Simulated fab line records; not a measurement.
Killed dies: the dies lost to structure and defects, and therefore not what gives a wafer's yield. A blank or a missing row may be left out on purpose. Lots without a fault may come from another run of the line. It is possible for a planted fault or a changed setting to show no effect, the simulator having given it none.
Matching of chambers / flow sky130 / 3 sister chambers for SKY_CONTACT_CVD_00 on pecvd-02
The step deposits Si3N4, target thk 75 nm. 6 wafers are shown with their chamber, then 7 later ones without.

## WAFERS WITH THEIR CHAMBER
wafer=L794.4; chamber=0; heater_power_w (W)=551; heater_power_outer_w (W)=364
wafer=L800.3; chamber=2; heater_power_w (W)=665; heater_power_outer_w (W)=414
wafer=L800.5; chamber=1; heater_power_w (W)=842; heater_power_outer_w (W)=491
wafer=L800.6; chamber=2; heater_power_w (W)=659; heater_power_outer_w (W)=407
wafer=L806.3; chamber=0; heater_power_w (W)=581; heater_power_outer_w (W)=382
wafer=L806.4; chamber=1; heater_power_w (W)=804; heater_power_outer_w (W)=481

## WAFERS MISSING THEIR CHAMBER
wafer=L806.6; heater_power_w (W)=591; heater_power_outer_w (W)=379
wafer=L811.1; heater_power_w (W)=846; heater_power_outer_w (W)=503
wafer=L811.2; heater_power_w (W)=644; heater_power_outer_w (W)=386
wafer=L811.6; heater_power_w (W)=543; heater_power_outer_w (W)=351
wafer=L812.1; heater_power_w (W)=855; heater_power_outer_w (W)=505
wafer=L812.2; heater_power_w (W)=687; heater_power_outer_w (W)=419
wafer=L812.6; heater_power_w (W)=845; heater_power_outer_w (W)=510

## THE CHAMBER EACH PASSED THROUGH
wafer=L806.6; from the rows above=0; in truth=0
wafer=L811.1; from the rows above=1; in truth=1
wafer=L811.2; from the rows above=can't be placed: 2 or 0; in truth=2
wafer=L811.6; from the rows above=0; in truth=0
wafer=L812.1; from the rows above=1; in truth=1
wafer=L812.2; from the rows above=2; in truth=2
wafer=L812.6; from the rows above=1; in truth=1
6 of 7 placed correctly. Cannot be placed on the basis of these rows: 1; the candidates contain the true chamber in 1. Placed wrongly: 0.
How it was worked out, from the rows above alone: a wafer's distance from a chamber is the root of the sum, over the readings, of the square of ((its reading less the chamber's mean) divided by the reading's scatter). The wafer belongs to the nearest chamber; if the next one is less than 2 further off, it can't be placed. For every chamber, the mean is computed from those of its wafers that are shown. How the scatter is found: for the shown wafers, subtract from each reading the mean of its chamber, square and add these, divide the total by (wafers less chambers), then take the root.
